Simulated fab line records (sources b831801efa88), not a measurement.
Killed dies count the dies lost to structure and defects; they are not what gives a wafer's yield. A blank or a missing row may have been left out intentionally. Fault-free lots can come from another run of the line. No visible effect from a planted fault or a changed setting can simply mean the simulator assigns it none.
A sampling plan put to the test + flow sfqLine + one fab line, 58 faults that these records tell of, each judged on the records of the lots that it struck
Plan = the line's own looks (route steps where a gauge or an inspection reads the wafer without altering it). A look is open to judgement when struck wafers have a number at it and the file gives its usual mean and standard deviation on fault-free wafers. Caught: at a look after the fault's first step, the mean of the struck wafers lies 4 or more of those standard deviations (sigma) from the usual mean. On the tool: the test repeated on the tool's own readings taken at the fault's steps. A different recipe on the struck wafers counts as caught too, as does a record blank only for those wafers.

## THE FAULTS, as the simulator had put them in
1. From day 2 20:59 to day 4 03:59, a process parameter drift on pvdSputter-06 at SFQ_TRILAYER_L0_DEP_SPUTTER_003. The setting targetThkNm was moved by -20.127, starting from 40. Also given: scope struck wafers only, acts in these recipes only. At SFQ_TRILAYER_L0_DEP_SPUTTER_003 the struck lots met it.
2. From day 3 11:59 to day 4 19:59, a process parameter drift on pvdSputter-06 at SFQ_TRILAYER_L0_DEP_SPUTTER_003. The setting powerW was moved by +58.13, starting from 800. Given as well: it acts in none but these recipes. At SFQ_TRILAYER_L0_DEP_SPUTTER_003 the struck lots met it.
3. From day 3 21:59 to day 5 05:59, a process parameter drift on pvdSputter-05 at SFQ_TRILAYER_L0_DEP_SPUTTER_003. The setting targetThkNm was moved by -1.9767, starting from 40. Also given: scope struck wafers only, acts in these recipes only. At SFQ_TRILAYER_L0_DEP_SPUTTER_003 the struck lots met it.
4. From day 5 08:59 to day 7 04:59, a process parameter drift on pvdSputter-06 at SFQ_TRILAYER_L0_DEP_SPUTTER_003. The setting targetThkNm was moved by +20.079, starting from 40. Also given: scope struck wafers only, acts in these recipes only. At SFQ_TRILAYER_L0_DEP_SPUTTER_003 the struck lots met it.
5. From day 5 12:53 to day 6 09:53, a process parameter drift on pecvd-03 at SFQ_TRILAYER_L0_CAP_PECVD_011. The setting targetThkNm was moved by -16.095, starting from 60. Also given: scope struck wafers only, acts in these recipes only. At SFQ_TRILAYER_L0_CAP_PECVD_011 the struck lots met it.
6. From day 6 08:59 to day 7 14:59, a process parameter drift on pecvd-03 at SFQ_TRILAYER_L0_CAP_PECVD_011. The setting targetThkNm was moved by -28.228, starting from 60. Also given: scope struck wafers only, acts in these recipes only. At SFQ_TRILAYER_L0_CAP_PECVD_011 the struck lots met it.
7. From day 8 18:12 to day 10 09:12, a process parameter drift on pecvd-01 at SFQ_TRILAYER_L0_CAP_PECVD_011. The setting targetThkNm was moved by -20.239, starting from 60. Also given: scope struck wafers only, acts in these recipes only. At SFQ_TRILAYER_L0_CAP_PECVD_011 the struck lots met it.
8. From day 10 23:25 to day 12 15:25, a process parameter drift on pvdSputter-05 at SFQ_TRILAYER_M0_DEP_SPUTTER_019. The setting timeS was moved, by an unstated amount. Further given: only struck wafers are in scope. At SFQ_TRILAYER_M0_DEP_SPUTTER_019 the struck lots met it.
9. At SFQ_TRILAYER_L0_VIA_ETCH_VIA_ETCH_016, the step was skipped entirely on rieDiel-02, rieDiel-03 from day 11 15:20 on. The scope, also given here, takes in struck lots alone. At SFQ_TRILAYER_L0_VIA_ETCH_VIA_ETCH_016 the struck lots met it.
10. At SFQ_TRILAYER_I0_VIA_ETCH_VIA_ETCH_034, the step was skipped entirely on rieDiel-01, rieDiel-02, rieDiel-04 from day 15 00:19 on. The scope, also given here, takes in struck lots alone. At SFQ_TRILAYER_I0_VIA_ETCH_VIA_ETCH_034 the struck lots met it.
11. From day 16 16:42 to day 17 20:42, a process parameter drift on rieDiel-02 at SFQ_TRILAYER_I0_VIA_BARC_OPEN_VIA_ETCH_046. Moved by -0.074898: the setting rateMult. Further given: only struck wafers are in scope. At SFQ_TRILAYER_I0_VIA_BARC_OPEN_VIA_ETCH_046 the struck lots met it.
12. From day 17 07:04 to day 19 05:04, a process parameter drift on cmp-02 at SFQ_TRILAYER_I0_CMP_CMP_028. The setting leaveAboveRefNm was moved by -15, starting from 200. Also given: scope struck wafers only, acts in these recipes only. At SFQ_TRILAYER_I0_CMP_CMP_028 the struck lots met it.
13. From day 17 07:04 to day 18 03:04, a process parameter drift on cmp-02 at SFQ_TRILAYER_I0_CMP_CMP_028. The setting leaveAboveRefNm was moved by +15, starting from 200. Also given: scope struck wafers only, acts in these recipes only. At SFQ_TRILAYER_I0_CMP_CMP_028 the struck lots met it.
14. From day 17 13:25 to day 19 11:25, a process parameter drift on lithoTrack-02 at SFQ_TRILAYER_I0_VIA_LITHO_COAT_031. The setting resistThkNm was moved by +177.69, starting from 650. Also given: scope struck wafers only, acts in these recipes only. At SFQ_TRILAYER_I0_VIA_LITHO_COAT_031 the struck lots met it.
15. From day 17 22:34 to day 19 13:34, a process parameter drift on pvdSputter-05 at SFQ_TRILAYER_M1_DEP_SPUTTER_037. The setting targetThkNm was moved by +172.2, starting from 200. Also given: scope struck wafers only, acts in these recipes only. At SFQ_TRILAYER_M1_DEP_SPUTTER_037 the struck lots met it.
16. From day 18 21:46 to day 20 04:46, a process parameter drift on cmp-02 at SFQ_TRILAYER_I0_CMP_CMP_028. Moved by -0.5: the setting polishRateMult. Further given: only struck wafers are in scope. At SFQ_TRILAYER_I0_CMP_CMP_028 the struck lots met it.
17. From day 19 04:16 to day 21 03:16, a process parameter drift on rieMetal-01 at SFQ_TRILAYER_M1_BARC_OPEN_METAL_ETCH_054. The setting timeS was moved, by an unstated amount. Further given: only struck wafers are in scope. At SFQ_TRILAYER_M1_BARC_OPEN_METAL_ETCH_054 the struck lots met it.
18. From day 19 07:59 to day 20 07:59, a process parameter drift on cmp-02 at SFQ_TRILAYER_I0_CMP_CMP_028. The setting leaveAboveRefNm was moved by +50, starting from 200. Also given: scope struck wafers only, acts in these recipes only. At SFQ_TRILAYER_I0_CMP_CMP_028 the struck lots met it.
19. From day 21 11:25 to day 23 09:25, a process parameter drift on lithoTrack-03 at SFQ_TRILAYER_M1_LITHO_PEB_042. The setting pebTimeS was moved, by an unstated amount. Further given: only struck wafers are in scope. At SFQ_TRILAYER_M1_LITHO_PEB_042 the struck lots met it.
20. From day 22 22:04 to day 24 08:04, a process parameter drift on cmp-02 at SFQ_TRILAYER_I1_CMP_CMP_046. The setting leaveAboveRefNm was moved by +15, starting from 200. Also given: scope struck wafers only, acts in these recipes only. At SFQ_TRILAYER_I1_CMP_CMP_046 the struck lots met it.
21. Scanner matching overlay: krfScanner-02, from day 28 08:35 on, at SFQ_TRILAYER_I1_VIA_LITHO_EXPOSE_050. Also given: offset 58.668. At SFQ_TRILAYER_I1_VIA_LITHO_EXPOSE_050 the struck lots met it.
22. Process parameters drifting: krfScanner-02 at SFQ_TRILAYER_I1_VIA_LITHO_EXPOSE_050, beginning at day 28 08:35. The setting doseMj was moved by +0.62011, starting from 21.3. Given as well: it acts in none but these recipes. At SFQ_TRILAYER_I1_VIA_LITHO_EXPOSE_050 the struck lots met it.
23. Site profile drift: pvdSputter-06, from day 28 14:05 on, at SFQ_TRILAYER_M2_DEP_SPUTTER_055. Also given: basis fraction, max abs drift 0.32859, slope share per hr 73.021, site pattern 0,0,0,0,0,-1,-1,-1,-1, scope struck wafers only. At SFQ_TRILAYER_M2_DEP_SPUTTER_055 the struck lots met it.
24. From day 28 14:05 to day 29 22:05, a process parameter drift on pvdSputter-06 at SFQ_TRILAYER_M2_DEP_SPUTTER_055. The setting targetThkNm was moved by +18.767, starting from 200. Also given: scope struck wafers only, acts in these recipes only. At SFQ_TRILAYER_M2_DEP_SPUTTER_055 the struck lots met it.
25. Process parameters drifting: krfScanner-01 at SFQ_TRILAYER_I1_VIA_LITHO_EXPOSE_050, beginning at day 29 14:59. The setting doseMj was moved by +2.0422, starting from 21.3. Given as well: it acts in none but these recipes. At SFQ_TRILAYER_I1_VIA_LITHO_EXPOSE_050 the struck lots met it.
26. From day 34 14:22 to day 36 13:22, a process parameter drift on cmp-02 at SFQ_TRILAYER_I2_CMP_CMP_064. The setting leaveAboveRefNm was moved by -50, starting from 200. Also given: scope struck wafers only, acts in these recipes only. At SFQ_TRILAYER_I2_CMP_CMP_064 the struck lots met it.
27. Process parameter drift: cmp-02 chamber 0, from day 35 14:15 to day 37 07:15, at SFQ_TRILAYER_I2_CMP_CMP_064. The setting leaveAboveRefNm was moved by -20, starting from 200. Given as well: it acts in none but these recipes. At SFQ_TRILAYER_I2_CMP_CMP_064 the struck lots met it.
28. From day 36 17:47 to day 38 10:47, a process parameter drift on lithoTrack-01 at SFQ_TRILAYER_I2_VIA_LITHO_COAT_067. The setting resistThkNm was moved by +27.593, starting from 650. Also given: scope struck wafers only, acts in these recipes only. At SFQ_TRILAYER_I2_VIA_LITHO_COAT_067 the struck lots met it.
29. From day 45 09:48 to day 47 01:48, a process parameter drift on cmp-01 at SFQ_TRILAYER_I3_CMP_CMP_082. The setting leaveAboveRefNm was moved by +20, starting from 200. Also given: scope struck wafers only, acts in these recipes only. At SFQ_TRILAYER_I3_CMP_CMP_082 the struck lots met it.
30. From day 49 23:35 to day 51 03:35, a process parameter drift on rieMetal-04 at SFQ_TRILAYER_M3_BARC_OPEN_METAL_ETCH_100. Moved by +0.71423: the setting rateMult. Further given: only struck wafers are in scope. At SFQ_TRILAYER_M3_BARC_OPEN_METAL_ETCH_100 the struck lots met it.
31. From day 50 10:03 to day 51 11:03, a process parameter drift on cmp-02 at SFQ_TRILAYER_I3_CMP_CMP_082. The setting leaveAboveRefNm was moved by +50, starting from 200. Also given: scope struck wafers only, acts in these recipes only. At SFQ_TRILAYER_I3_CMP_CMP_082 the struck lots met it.
32. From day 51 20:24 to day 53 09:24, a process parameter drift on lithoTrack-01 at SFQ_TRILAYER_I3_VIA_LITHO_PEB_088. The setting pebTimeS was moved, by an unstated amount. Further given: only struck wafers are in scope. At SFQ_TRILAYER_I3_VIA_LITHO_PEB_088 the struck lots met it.
33. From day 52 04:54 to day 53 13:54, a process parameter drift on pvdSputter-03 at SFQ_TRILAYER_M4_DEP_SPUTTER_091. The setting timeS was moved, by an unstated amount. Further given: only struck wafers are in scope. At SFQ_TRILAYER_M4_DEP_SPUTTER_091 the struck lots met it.
34. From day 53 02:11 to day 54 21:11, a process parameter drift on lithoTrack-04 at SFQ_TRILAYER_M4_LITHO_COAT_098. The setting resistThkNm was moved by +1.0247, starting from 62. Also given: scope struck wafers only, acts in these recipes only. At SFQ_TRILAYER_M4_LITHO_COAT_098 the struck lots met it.
35. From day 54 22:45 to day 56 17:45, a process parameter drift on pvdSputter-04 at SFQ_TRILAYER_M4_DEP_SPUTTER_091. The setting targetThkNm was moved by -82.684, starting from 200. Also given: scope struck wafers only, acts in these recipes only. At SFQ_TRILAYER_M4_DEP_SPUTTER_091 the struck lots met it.
36. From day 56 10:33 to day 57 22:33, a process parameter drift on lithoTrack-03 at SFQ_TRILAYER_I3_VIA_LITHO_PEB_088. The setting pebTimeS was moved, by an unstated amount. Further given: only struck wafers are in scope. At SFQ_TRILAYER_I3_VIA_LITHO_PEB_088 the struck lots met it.
37. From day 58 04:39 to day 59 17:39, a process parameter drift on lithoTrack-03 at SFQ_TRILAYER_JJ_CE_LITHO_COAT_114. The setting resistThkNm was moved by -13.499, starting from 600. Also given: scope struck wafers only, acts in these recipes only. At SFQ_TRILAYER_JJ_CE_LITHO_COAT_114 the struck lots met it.
38. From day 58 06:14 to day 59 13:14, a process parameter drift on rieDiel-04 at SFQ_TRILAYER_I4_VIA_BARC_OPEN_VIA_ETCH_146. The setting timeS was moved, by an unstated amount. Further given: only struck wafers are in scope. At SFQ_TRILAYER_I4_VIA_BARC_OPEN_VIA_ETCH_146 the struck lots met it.
39. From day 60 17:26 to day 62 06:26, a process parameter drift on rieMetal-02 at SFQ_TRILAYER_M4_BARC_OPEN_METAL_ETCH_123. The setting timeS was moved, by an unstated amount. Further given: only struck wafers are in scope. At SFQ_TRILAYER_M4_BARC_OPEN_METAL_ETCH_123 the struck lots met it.
40. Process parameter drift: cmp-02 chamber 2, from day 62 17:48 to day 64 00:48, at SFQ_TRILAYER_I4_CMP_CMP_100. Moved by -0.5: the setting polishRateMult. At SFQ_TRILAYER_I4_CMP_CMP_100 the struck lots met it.
41. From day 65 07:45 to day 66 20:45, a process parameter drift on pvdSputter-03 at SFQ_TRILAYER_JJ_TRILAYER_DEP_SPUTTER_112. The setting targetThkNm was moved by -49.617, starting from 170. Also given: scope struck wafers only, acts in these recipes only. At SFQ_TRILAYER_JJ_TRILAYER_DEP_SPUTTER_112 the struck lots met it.
42. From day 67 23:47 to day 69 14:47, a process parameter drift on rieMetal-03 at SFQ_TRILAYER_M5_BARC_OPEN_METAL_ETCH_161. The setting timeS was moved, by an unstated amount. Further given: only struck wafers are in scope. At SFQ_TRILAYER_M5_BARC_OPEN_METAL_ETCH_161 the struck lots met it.
43. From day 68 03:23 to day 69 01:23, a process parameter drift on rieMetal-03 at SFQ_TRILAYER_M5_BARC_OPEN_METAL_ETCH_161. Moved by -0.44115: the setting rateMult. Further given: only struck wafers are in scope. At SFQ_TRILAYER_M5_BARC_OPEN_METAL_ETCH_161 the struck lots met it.
44. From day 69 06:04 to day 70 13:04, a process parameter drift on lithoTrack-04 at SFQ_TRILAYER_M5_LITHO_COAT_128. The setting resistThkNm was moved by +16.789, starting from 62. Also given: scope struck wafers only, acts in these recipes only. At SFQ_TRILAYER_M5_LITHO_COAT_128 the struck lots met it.
45. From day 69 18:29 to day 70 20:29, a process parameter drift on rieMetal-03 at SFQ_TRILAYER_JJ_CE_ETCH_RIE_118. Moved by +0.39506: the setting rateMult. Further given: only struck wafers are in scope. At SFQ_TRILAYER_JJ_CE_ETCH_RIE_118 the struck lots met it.
46. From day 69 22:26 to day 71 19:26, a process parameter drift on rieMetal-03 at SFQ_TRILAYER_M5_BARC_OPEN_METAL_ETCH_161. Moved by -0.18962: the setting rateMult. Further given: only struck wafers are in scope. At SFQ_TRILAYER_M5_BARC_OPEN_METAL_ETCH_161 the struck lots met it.
47. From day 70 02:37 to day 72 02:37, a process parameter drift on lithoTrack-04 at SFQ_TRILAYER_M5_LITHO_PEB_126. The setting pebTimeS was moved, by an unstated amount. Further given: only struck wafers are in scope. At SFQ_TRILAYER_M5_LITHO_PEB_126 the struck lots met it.
48. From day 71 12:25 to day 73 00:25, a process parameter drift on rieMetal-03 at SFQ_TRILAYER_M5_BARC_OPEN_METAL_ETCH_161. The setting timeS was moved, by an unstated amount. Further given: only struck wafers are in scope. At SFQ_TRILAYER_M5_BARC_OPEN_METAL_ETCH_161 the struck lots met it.
49. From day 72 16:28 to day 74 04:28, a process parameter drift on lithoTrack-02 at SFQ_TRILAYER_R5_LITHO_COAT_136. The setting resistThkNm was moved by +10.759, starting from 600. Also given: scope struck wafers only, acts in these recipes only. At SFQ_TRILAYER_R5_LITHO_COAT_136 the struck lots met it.
50. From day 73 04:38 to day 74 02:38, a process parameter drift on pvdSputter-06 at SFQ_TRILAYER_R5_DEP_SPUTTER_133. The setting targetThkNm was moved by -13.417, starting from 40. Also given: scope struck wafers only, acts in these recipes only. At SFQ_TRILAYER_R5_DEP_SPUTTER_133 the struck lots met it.
51. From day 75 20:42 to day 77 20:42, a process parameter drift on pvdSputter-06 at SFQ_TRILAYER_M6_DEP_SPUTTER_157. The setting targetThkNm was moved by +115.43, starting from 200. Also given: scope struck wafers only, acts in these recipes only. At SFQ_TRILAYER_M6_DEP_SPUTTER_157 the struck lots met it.
52. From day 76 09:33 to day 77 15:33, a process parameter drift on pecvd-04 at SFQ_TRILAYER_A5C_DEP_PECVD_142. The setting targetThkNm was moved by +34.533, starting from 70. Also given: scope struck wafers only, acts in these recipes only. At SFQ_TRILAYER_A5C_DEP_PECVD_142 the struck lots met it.
53. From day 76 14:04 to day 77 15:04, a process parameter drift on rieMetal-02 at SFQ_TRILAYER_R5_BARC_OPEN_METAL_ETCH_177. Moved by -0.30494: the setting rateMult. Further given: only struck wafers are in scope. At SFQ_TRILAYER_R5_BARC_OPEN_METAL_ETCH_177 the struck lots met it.
54. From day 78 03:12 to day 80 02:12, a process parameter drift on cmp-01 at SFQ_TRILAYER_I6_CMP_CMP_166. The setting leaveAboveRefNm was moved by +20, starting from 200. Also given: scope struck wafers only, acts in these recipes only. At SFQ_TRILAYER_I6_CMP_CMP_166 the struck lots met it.
55. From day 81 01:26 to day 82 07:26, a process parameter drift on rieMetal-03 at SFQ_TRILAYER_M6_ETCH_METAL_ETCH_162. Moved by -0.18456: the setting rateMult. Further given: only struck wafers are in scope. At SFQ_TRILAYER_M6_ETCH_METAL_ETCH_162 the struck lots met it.
56. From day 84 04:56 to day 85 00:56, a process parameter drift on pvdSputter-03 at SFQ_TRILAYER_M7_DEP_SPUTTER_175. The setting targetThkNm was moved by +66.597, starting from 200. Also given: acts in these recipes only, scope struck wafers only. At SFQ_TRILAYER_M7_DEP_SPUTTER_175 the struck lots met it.
57. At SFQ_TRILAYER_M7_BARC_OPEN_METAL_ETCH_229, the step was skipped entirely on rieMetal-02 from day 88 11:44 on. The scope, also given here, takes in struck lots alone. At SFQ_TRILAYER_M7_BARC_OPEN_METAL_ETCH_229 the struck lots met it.
58. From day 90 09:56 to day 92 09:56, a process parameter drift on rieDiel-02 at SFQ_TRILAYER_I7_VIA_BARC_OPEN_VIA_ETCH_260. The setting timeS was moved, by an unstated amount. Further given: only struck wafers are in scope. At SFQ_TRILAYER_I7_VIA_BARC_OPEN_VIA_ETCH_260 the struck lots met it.

## WHAT THE PLAN SAW
| fault | on the tool itself                               | first look that catches it                      | reading, sigma              | median hours from its first step to that look | hours from the fault's start to the first struck lot there | judged looks passed uncaught |
|-------|--------------------------------------------------|-------------------------------------------------|-----------------------------|-----------------------------------------------|------------------------------------------------------------|------------------------------|
| 1     | under 2 sigma                                    | SFQ_L0_RS_MEAS_901                              | L0_MONX_KI_RS +99 or beyond | 0.1                                           | 8                                                          | 0                            |
| 2     | cathodeDcPowerW +99 or beyond sigma              | SFQ_L0_RS_MEAS_901                              | L0_MONX_KI_RS -8.5          | 0.1                                           | 3                                                          | 0                            |
| 3     | only faintly: cathodeDcPowerW -2.4 sigma         | SFQ_L0_RS_MEAS_901                              | L0_MONX_KI_RS +6.0          | 0.2                                           | 3                                                          | 0                            |
| 4     | under 2 sigma                                    | SFQ_L0_RS_MEAS_901                              | L0_MONX_KI_RS -38           | 0.1                                           | 8                                                          | 0                            |
| 5     | under 2 sigma                                    | none of the 2 looks that can be judged after it | -                           | -                                             | -                                                          | 2                            |
| 6     | under 2 sigma                                    | not the one look that can be judged after it    | -                           | -                                             | -                                                          | 1                            |
| 7     | under 2 sigma                                    | no look after it can be judged                  | -                           | -                                             | -                                                          | 0                            |
| 8     | under 2 sigma                                    | SFQ_M0_RS_MEAS_904                              | M0_NB_RS -8.0               | 0.1                                           | 6                                                          | 0                            |
| 9     | no reading that can be judged                    | none of the 5 looks that can be judged after it | -                           | -                                             | -                                                          | 5                            |
| 10    | no reading that can be judged                    | none of the 5 looks that can be judged after it | -                           | -                                             | -                                                          | 5                            |
| 11    | under 2 sigma                                    | no look after it can be judged                  | -                           | -                                             | -                                                          | 0                            |
| 12    | under 2 sigma                                    | not the one look that can be judged after it    | -                           | -                                             | -                                                          | 1                            |
| 13    | only faintly: timeToEndpointS -2.3 sigma         | no look after it can be judged                  | -                           | -                                             | -                                                          | 0                            |
| 14    | no reading that can be judged                    | not the one look that can be judged after it    | -                           | -                                             | -                                                          | 1                            |
| 15    | under 2 sigma                                    | SFQ_M1_RS_MEAS_909                              | M1_NB_RS -31                | 0.1                                           | 13                                                         | 0                            |
| 16    | timeToEndpointS +9.3 sigma                       | no look after it can be judged                  | -                           | -                                             | -                                                          | 0                            |
| 17    | oesProductAu +32 sigma                           | no look after it can be judged                  | -                           | -                                             | -                                                          | 0                            |
| 18    | timeToEndpointS -5.2 sigma                       | no look after it can be judged                  | -                           | -                                             | -                                                          | 0                            |
| 19    | no reading that can be judged                    | not the one look that can be judged after it    | -                           | -                                             | -                                                          | 1                            |
| 20    | under 2 sigma                                    | not the one look that can be judged after it    | -                           | -                                             | -                                                          | 1                            |
| 21    | no reading that can be judged                    | SFQ_I1_OVL_MEAS_913                             | I1_OVL +11                  | 1.3                                           | 12                                                         | 0                            |
| 22    | exposureDoseMJCm2 +31 sigma                      | not the one look that can be judged after it    | -                           | -                                             | -                                                          | 1                            |
| 23    | under 2 sigma                                    | SFQ_M2_RS_MEAS_914                              | M2_NB_RS +18                | 0.1                                           | 15                                                         | 0                            |
| 24    | under 2 sigma                                    | SFQ_M2_RS_MEAS_914                              | M2_NB_RS -9.0               | 0.1                                           | 15                                                         | 0                            |
| 25    | exposureDoseMJCm2 +99 or beyond sigma            | not the one look that can be judged after it    | -                           | -                                             | -                                                          | 1                            |
| 26    | only faintly: timeToEndpointS +3.9 sigma         | not the one look that can be judged after it    | -                           | -                                             | -                                                          | 1                            |
| 27    | under 2 sigma                                    | not the one look that can be judged after it    | -                           | -                                             | -                                                          | 1                            |
| 28    | under 2 sigma                                    | not the one look that can be judged after it    | -                           | -                                             | -                                                          | 1                            |
| 29    | only faintly: timeToEndpointS -2.1 sigma         | not the one look that can be judged after it    | -                           | -                                             | -                                                          | 1                            |
| 30    | under 2 sigma                                    | no look after it can be judged                  | -                           | -                                             | -                                                          | 0                            |
| 31    | timeToEndpointS -5.1 sigma                       | not the one look that can be judged after it    | -                           | -                                             | -                                                          | 1                            |
| 32    | under 2 sigma                                    | not the one look that can be judged after it    | -                           | -                                             | -                                                          | 1                            |
| 33    | under 2 sigma                                    | SFQ_M4_RS_MEAS_924                              | M4_NB_RS -13                | 0.1                                           | 11                                                         | 0                            |
| 34    | under 2 sigma                                    | not the one look that can be judged after it    | -                           | -                                             | -                                                          | 1                            |
| 35    | under 2 sigma                                    | SFQ_M4_RS_MEAS_924                              | M4_NB_RS +48                | 0.1                                           | 2                                                          | 0                            |
| 36    | heaterPowerTotalW +27 sigma                      | not the one look that can be judged after it    | -                           | -                                             | -                                                          | 1                            |
| 37    | under 2 sigma                                    | not the one look that can be judged after it    | -                           | -                                             | -                                                          | 1                            |
| 38    | runLengthS +20 sigma                             | no look after it can be judged                  | -                           | -                                             | -                                                          | 0                            |
| 39    | runLengthS +5.9 sigma                            | no look after it can be judged                  | -                           | -                                             | -                                                          | 0                            |
| 40    | timeToEndpointS +10 sigma                        | no look after it can be judged                  | -                           | -                                             | -                                                          | 0                            |
| 41    | under 2 sigma                                    | SFQ_JJ_RS_MEAS_929                              | JJ_NB_RS +29                | 0.1                                           | 7                                                          | 0                            |
| 42    | only faintly: oesProductAu -3.9 sigma            | no look after it can be judged                  | -                           | -                                             | -                                                          | 0                            |
| 43    | under 2 sigma                                    | no look after it can be judged                  | -                           | -                                             | -                                                          | 0                            |
| 44    | no reading that can be judged                    | no look after it can be judged                  | -                           | -                                             | -                                                          | 0                            |
| 45    | under 2 sigma                                    | no look after it can be judged                  | -                           | -                                             | -                                                          | 0                            |
| 46    | under 2 sigma                                    | no look after it can be judged                  | -                           | -                                             | -                                                          | 0                            |
| 47    | no reading that can be judged                    | not the one look that can be judged after it    | -                           | -                                             | -                                                          | 1                            |
| 48    | oesProductAu -4.0 sigma                          | no look after it can be judged                  | -                           | -                                             | -                                                          | 0                            |
| 49    | no reading that can be judged                    | not the one look that can be judged after it    | -                           | -                                             | -                                                          | 1                            |
| 50    | under 2 sigma                                    | SFQ_R5_RS_MEAS_933                              | R5_MONX_RS +34              | 0.1                                           | 5                                                          | 0                            |
| 51    | under 2 sigma                                    | SFQ_M6_RS_MEAS_938                              | M6_NB_RS -27                | 0.1                                           | 37                                                         | 0                            |
| 52    | under 2 sigma                                    | not the one look that can be judged after it    | -                           | -                                             | -                                                          | 1                            |
| 53    | under 2 sigma                                    | no look after it can be judged                  | -                           | -                                             | -                                                          | 0                            |
| 54    | under 2 sigma                                    | no look after it can be judged                  | -                           | -                                             | -                                                          | 0                            |
| 55    | under 2 sigma                                    | no look after it can be judged                  | -                           | -                                             | -                                                          | 0                            |
| 56    | under 2 sigma                                    | SFQ_M7_RS_MEAS_943                              | M7_NB_RS -20                | 0.1                                           | 9                                                          | 0                            |
| 57    | the tool's record is blank for the struck wafers | no look after it can be judged                  | -                           | -                                             | -                                                          | 0                            |
| 58    | oesProductAu +27 sigma                           | no look after it can be judged                  | -                           | -                                             | -                                                          | 0                            |
A dash: the fault isn't caught, or these records don't give the number.

Caught at a look: 15 of 58. Caught on the tool: 14 of 58. By one or the other: 28 of 58.
On the tool alone, faults 16, 17, 18, 22, 25, 31, 36, 38, 39, 40, 48, 57, 58 were caught.
Caught at a look alone: faults 1, 3, 4, 8, 15, 21, 23, 24, 33, 35, 41, 50, 51, 56.
Caught by neither: faults 5, 6, 7, 9, 10, 11, 12, 13, 14, 19, 20, 26, 27, 28, 29, 30, 32, 34, 37, 42, 43, 44, 45, 46, 47, 49, 52, 53, 54, 55.

## THINNER SAMPLING
If the look that catches a fault measured only every second or every third lot, by lot number, the first struck lot would be measured this late in the worst case:
| fault | struck lots at that look, in order of time | every lot | every second lot | every third lot |
|-------|--------------------------------------------|-----------|------------------|-----------------|
| 1     | L422, L424                                 | 8 h       | may miss all 2   | may miss all 2  |
| 2     | L739, L742                                 | 3 h       | 18 h             | may miss all 2  |
| 3     | L794, L796                                 | 3 h       | may miss all 2   | may miss all 2  |
| 4     | L831, L832                                 | 8 h       | 13 h             | may miss all 2  |
| 8     | L230, L232, L233                           | 6 h       | 27 h             | may miss all 3  |
| 15    | L385, L386                                 | 13 h      | 18 h             | may miss all 2  |
| 21    | L631, L632, L633, L634                     | 12 h      | 19 h             | 30 h            |
| 23    | L916                                       | 15 h      | may miss it      | may miss it     |
| 24    | L186, L187                                 | 15 h      | 25 h             | may miss all 2  |
| 33    | L485, L487                                 | 11 h      | may miss all 2   | may miss all 2  |
| 35    | L579                                       | 2 h       | may miss it      | may miss it     |
| 41    | L915                                       | 7 h       | may miss it      | may miss it     |
| 50    | L818, L819, L820                           | 5 h       | 12 h             | 20 h            |
| 51    | L544, L545                                 | 37 h      | 42 h             | may miss all 2  |
| 56    | L167                                       | 9 h       | may miss it      | may miss it     |
Hours count from the start of the fault until the first struck lot that is measured. The test against the limit of 4 sigma pooled every struck wafer, which means one lot taken alone may stay below that limit. Other struck lots may not be in these records.

## THE LONGEST TIMED WAY FROM STEP TO LOOK
Fault 21: median gap of 1.3 hours between SFQ_TRILAYER_I1_VIA_LITHO_EXPOSE_050 and SFQ_I1_OVL_MEAS_913. No look between them can be judged.
